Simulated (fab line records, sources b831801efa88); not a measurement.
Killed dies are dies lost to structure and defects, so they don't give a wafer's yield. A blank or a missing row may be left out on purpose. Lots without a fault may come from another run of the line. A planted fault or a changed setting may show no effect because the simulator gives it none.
Split-lot experiment | flow gf180mcu | 5 lots, 23 wafers read, on a route of 602 steps

THE SPLIT
At GF_MIM_SPUTTER_08 (material AlCu, target thk 200 nm, time 10.6 s), the setting time_s was moved away from the recipe's 10.6 s on 7 of the 23 wafers read, by -9.8% to +11.4%. The other wafers ran this setting at the recipe's value.

FROM THE SPLIT TO THE READING: what the file shows between them, 7 steps
- GF_MIM_SPUTTER_09: material TiN, target thk 35 nm, time 29.2 s
- GF_MIM_RS_MEAS_10: measures by four-point-probe
- GF_MIM_THK_MEAS_11: measures by xrf
- GF_MIM_SOFTBAKE_15: time 60 s (also split here: temp_c)
- GF_MIM_EXPOSE_16: exposes mask FuseTop, target cd 2000 nm
- GF_MIM_PEB_17
- GF_MIM_DEVELOP_18: develop time 60 s

THE READING
oes_product_au, in a.u., at GF_MIM_METAL_ETCH_19 (etches the open film in Cl2/BCl3, stops on Si3N4, target depth 324.5 nm, time 54.1 s). Fault-free wafers of this fab line usually give 0.942 a.u., standard deviation 0.0058 a.u..

wafer  | tool, chamber at the split | time_s as run, s | against the recipe | oes_product_au, a.u. | against lot-mates on the recipe
L074.1 | pvd_sputter-02, -          | 10.6             | recipe             | 0.942                | -
L074.2 | pvd_sputter-02, -          | 10.6             | recipe             | 0.938                | -
L074.3 | pvd_sputter-02, -          | 10.6             | recipe             | 0.945                | -
L074.4 | pvd_sputter-02, -          | 10.6             | recipe             | 0.942                | -
L074.6 | pvd_sputter-02, -          | 10.6             | recipe             | 0.941                | -
L075.1 | pvd_sputter-01, -          | 9.557            | -9.8%              | 0.910                | -0.035
L075.2 | pvd_sputter-01, -          | 10.6             | recipe             | 0.948                | -
L075.3 | pvd_sputter-01, -          | 10.6             | recipe             | 0.943                | -
L075.5 | pvd_sputter-01, -          | 9.557            | -9.8%              | 0.898                | -0.047
L075.6 | pvd_sputter-01, -          | 10.6             | recipe             | 0.943                | -
L077.1 | pvd_sputter-02, -          | 11.81            | +11.4%             | 0.988                | +0.047
L077.2 | pvd_sputter-02, -          | 11.81            | +11.4%             | 0.979                | +0.038
L077.4 | pvd_sputter-02, -          | 11.81            | +11.4%             | 0.979                | +0.038
L077.5 | pvd_sputter-02, -          | 10.6             | recipe             | 0.941                | -
L077.6 | pvd_sputter-02, -          | 10.6             | recipe             | 0.941                | -
L080.1 | pvd_sputter-02, -          | 10.6             | recipe             | 0.945                | -
L080.3 | pvd_sputter-02, -          | 10.6             | recipe             | 0.951                | -
L080.5 | pvd_sputter-02, -          | 10.6             | recipe             | 0.945                | -
L081.1 | pvd_sputter-02, -          | 10.6             | recipe             | 0.944                | -
L081.2 | pvd_sputter-02, -          | 11.55            | +9.0%              | 0.987                | +0.043
L081.3 | pvd_sputter-02, -          | 10.6             | recipe             | 0.944                | -
L081.4 | pvd_sputter-02, -          | 10.6             | recipe             | 0.945                | -
L081.6 | pvd_sputter-02, -          | 11.55            | +9.0%              | 0.965                | +0.021

THE FIT
A straight line over all 23 wafers: oes_product_au changes by +0.00362 a.u. for each +1% of time_s; r = +0.97; the points scatter about the line by 0.0051 a.u..
The same after taking each lot's own level away (the mean of its wafers on the recipe; 23 wafers): +0.00375 a.u. for each +1%; r = +0.98; scatter 0.0047 a.u..
On that fit, the largest move of time_s shifts the reading by 0.043 a.u..
The lots' own levels span 0.9410 to 0.9470 a.u., that is 1.0 times the standard deviation above.
So the lot-to-lot level changes the slope little: the two slopes agree.
Check: with one of the wafers moved furthest among these (+11.4%) left out of the fit, the line predicts +0.041 a.u. for it against its lot-mates. It came out at +0.047 a.u. against them.

OTHER SPLITS ON THESE WAFERS
These wafers also went through other splits before the reading. Each is held against what the fit with the lots' levels taken away leaves over:
other split on the same wafers        | wafers away from the commonest value | r with oes_product_au (lot level and that fit taken away)
GF_V4_CVD_00 sih4_flow_sccm           | 8                                    | -0.03
GF_V4_EXPOSE_11 dose_mj               | 10                                   | -0.01
GF_V4_SPUTTER_21 power_w              | 11                                   | -0.06
GF_MIM_SPUTTER_02 chamber_pressure_pa | 15                                   | +0.01
GF_MIM_SOFTBAKE_15 temp_c             | 5                                    | +0.12

THE WHOLE CHAIN: every reading that the file lists as answering this split, in the file's order
step                 | what it does                                                                         | reading                                                                        | change (the file's fit)                   | r (the file's)
GF_MIM_SPUTTER_08    | material AlCu, target thk 200 nm, time 10.6 s                                        | AlCu_of_MIM_SPUTTER_08.thk_nm (the simulator's own value, which no gauge read) | +2.01 nm for each +1% of the setting      | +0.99
GF_MIM_RS_MEAS_10    | measures by four-point-probe                                                         | MIM_ALCU_RS                                                                    | -0.0016 for each +1% of the setting       | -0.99
GF_MIM_THK_MEAS_11   | measures by xrf                                                                      | MIM_ALCU_THK                                                                   | +2.03 for each +1% of the setting         | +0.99
GF_MIM_METAL_ETCH_19 | etches the open film in Cl2/BCl3, stops on Si3N4, target depth 324.5 nm, time 54.1 s | oes_product_au                                                                 | +0.00375 a.u. for each +1% of the setting | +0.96

THE FILE'S OWN FIT
oes_product_au changes by +0.00375 a.u. for each +1% of time_s, r = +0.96.
